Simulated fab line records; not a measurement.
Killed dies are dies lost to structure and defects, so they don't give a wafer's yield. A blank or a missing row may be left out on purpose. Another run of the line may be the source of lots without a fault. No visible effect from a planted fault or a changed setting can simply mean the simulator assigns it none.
Struck lot and sound lot, side by side | flow sfq-line | 13 out of 325 route steps
Sound: these wafers, L689.3, L689.4, L689.6. Struck: wafer L683.4. (L683.2, L683.6 of the same lot were not struck and are left out.) The cause comes at the end.
Per side, at each step with rows, come the tool, then ch with its chambers, and then its first start. Under that, the readings that differ: sound wafers | struck wafers | difference of the means | sigmas: that difference in standard deviations of wafers without a fault.
alike: readings with means less than 2 such deviations apart, plus words and numbers identical on both sides. not compared: withheld readings, readings lacking a value on some wafer, bounds such as >300 that could conceal the same value, and numbers that have no deviation in the record and whose values overlap.
A row with sigmas, a row that says differs or no value, or rows on one side alone: a step with any of these is where the two part. When numbers do not overlap yet have no deviation, they are printed without sigmas and do not part them. A reading missing from all wafers of one side parts the sides only when that side holds two or more wafers.

first, 2 steps without rows for these wafers: SFQ_TRILAYER_I1_VIA_STRIP_SOLV_CLEAN_054 (cleans in NMP, time 600 s); SFQ_TRILAYER_M2_DEP_PRE_CLEAN_056 (time 22.5 s).
SFQ_TRILAYER_M2_DEP_SPUTTER_055: material Nb, target thk 200 nm, time 133.3 s.
  struck on pvd-sputter-04, day 28 08:07; sound on pvd-sputter-06, day 31 22:15
  alike: substrate-temp-c, throttle-valve-pct
SFQ_M2_RS_MEAS_914: uses a four-point probe to measure.
  struck on film-metro-01, day 28 08:13; sound on film-metro-03, day 31 22:23
  alike: M2_NB_RS
then, 6 steps without rows for these wafers: SFQ_TRILAYER_M2_LITHO_COAT_062 (resist thk 62 nm); SFQ_TRILAYER_M2_LITHO_COAT_057 (resist thk 600 nm); SFQ_TRILAYER_M2_LITHO_SOFTBAKE_061; SFQ_TRILAYER_M2_LITHO_EXPOSE_058 (exposes mask M2, target cd 500 nm); SFQ_TRILAYER_M2_LITHO_PEB_060 (peb time 60 s); SFQ_TRILAYER_M2_LITHO_DEVELOP_059 (time 60 s).
-- the record jumps here: 7 days lie between the struck wafers' starts before and after --
SFQ_M2_OVL_MEAS_916:
  struck on overlay-02, day 34 21:53; sound on overlay-02, day 37 22:41
  reading     | sound | struck | difference | sigmas
  M2_OVL (nm) | 7 3 4 | -6     | -11        | -2
SFQ_TRILAYER_M2_BARC_OPEN_METAL_ETCH_077: etches BARC in O2, target depth 125 nm, time 41.7 s.
  sound on rie-metal-02 ch 0,1, day 37 22:44; struck on rie-metal-02 ch 0, day 34 21:55
  reading                                             | sound             | struck | difference | sigmas
  oes-product-au (a.u.)                               | 0.685 0.680 0.677 | 0.747  | +0.066     | +13
  run-length-s (s)                                    | 70.3 70.1 70.0    | 65.6   | -4.5       | -10
  model.KrF_of_TRILAYER_M2_LITHO_COAT_057.thk-nm (nm) | 520.4 521.5 522.6 | 526.9  | +5.4       |
  alike: drypump-motor-current-A
  not compared: rf-fwd-power-W, rf-hours-counter-h
SFQ_TRILAYER_M2_ETCH_METAL_ETCH_060: etches Nb in Cl2/Ar, stops on SiO2, target depth 240 nm, time 120 s.
  sound on rie-metal-02 ch 0,1, day 37 22:49; struck on rie-metal-02 ch 0, day 34 21:58
  alike: drypump-motor-current-A, oes-product-au, rf-fwd-power-W, run-length-s
  not compared: rf-hours-counter-h

WHERE THEY PART
Earliest at SFQ_M2_OVL_MEAS_916; latest, in this record, at SFQ_TRILAYER_M2_BARC_OPEN_METAL_ETCH_077. Later steps at which nothing parts them and some readings are alike: SFQ_TRILAYER_M2_ETCH_METAL_ETCH_060.

WHY: whatever the simulator had introduced
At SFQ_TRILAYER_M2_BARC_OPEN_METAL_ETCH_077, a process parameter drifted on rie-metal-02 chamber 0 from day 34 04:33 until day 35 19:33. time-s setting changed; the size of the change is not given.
